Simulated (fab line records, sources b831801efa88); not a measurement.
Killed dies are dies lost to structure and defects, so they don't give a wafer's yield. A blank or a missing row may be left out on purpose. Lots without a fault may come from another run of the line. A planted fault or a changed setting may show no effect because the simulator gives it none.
Tool commonality check | flow sky130 | 11 lots, 33 wafers sampled

WHY IT WAS OPENED
At SKY_SD_P_OVL_MEAS_08 the reading SD_P_OVL is flagged on 2 of 11 lots. Wafers without a fault read -1.8 nm, standard deviation 1.2.
Rule: a lot is flagged when every wafer of it that has a number lies more than 4 standard deviations from that mean, or none has a number. The other lots count as sound.

lot  | measured     | on         | SD_P_OVL (nm), wafer by wafer | flag
L648 | day 26 21:14 | overlay-02 | -3.8 -2.7 -3.6                |
L649 | day 27 00:55 | overlay-01 | -1.8 -1.9 -2.4                |
L651 | day 27 12:23 | overlay-01 | -0.7 -1.9 -1.0                |
L650 | day 27 15:57 | overlay-01 | -2.1 -0.9 -1.8                |
L653 | day 28 10:47 | overlay-01 | -1.4 -1.8 -0.8                |
L658 | day 30 03:47 | overlay-01 | -0.2 -0.3 -0.8                |
L661 | day 31 04:48 | overlay-02 | -51.1 -51.4 -51.2             | FLAGGED
L662 | day 31 14:53 | overlay-02 | -52.4 -52.4 -51.9             | FLAGGED
L664 | day 31 21:57 | overlay-01 | -4.7 -3.1 -3.6                |
L668 | day 32 23:11 | overlay-02 | -2.6 -0.2 -3.0                |
L671 | day 33 20:50 | overlay-01 | -0.6 0.3 -1.6                 |
The numbers of the flagged lots are -51.7 nm on average: -49.9 nm against the usual, or -42 standard deviations.

WHICH TOOL RAN EACH LOT
The record holds 3 process steps before the reading, out of a route of 708 steps. In each cell: the tool, then ch and the chambers that the sampled wafers went through, then the start.
lot  | flag    | SKY_POLY_CUT_ETCH_11               | SKY_POLY_CUT_STRIP_12                | SKY_SD_P_EXPOSE_04
L648 |         | rie_diel-03 ch 0,2,3, day 25 16:14 | plasma_asher-03 ch 0,1, day 25 16:16 | iline_stepper-01 ch 0, day 26 06:53
L649 |         | rie_diel-04 ch 0,2,3, day 25 19:45 | plasma_asher-03 ch 0,1, day 25 19:50 | iline_stepper-02 ch 0, day 26 09:58
L651 |         | rie_diel-01 ch 0,1,3, day 26 07:23 | plasma_asher-03 ch 0,1, day 26 07:25 | iline_stepper-02 ch 0, day 26 21:43
L650 |         | rie_diel-04 ch 0,1, day 26 10:21   | plasma_asher-02 ch 0,1, day 26 10:23 | iline_stepper-01 ch 0, day 27 01:37
L653 |         | rie_diel-01 ch 2,3, day 27 04:55   | plasma_asher-04 ch 0,1, day 27 04:58 | iline_stepper-02 ch 0, day 27 19:46
L658 |         | rie_diel-03 ch 1,2,3, day 28 23:51 | plasma_asher-04 ch 0,1, day 28 23:53 | iline_stepper-02 ch 0, day 29 14:18
L661 | FLAGGED | rie_diel-03 ch 0,3, day 30 00:55   | plasma_asher-04 ch 0,1, day 30 00:58 | iline_stepper-01 ch 0, day 30 14:37
L662 | FLAGGED | rie_diel-03 ch 0,2,3, day 30 09:45 | plasma_asher-04 ch 0,1, day 30 09:47 | iline_stepper-01 ch 0, day 31 00:52
L664 |         | rie_diel-04 ch 0,2,3, day 30 19:01 | plasma_asher-02 ch 0,1, day 30 19:05 | iline_stepper-02 ch 0, day 31 09:22
L668 |         | rie_diel-01 ch 0,2, day 31 18:07   | plasma_asher-03 ch 1, day 31 18:10   | iline_stepper-02 ch 0, day 32 09:20
L671 |         | rie_diel-01 ch 0,1,2, day 32 17:47 | plasma_asher-03 ch 0,1, day 32 17:49 | iline_stepper-02 ch 0, day 33 07:05
What these steps do:
- SKY_POLY_CUT_ETCH_11: etches Si3N4 in CF4/CH2F2/Ar, stops on poly-Si, time 42.5 s, target depth 60 nm.
- SKY_POLY_CUT_STRIP_12: strips in O2/N2.
- SKY_SD_P_EXPOSE_04: exposes mask PSDM, target cd 380 nm.
- SKY_SD_P_OVL_MEAS_08

FLAGGED OVER TOTAL, TOOL BY TOOL (the gauges that took the reading come last)
step                  | tool             | lots run | flagged | share of the flagged lots | sound lots run after its first flagged lot
SKY_POLY_CUT_ETCH_11  | rie_diel-01      | 4        | 0       | none                      | -
SKY_POLY_CUT_ETCH_11  | rie_diel-03      | 4        | 2       | all                       | 0
SKY_POLY_CUT_ETCH_11  | rie_diel-04      | 3        | 0       | none                      | -
SKY_POLY_CUT_STRIP_12 | plasma_asher-02  | 2        | 0       | none                      | -
SKY_POLY_CUT_STRIP_12 | plasma_asher-03  | 5        | 0       | none                      | -
SKY_POLY_CUT_STRIP_12 | plasma_asher-04  | 4        | 2       | all                       | 0
SKY_SD_P_EXPOSE_04    | iline_stepper-01 | 4        | 2       | all                       | 0
SKY_SD_P_EXPOSE_04    | iline_stepper-02 | 7        | 0       | none                      | -
SKY_SD_P_OVL_MEAS_08  | overlay-01       | 7        | 0       | none                      | -
SKY_SD_P_OVL_MEAS_08  | overlay-02       | 4        | 2       | all                       | 1 (L668)

WHAT THE TABLE ALLOWS
4 rows of the table ran every flagged lot: rie_diel-03 at SKY_POLY_CUT_ETCH_11, plasma_asher-04 at SKY_POLY_CUT_STRIP_12, iline_stepper-01 at SKY_SD_P_EXPOSE_04, overlay-02 at SKY_SD_P_OVL_MEAS_08.
- rie_diel-03 at SKY_POLY_CUT_ETCH_11: 2 of its 4 lots flagged. Its last sound lot is L658 (day 28 23:51), its first flagged lot L661 (day 30 00:55): a fault that began between those two fits.
- plasma_asher-04 at SKY_POLY_CUT_STRIP_12: 2 of its 4 lots flagged. Its last sound lot is L658 (day 28 23:53), its first flagged lot L661 (day 30 00:58): a fault that began between those two fits.
- iline_stepper-01 at SKY_SD_P_EXPOSE_04: 2 of its 4 lots flagged. Its last sound lot is L650 (day 27 01:37), its first flagged lot L661 (day 30 14:37): a fault that began between those two fits.
- overlay-02 at SKY_SD_P_OVL_MEAS_08: 2 of its 4 lots flagged. Sound lots ran on it after the first flagged one (L668), which a lasting fault on the whole tool wouldn't allow.
Counting lots can't tell these 3 tools apart, because each fits a fault that began at some hour. More lots, or a look at what each step does to the wafer, might.

WHAT THE SIMULATOR HAD PUT IN
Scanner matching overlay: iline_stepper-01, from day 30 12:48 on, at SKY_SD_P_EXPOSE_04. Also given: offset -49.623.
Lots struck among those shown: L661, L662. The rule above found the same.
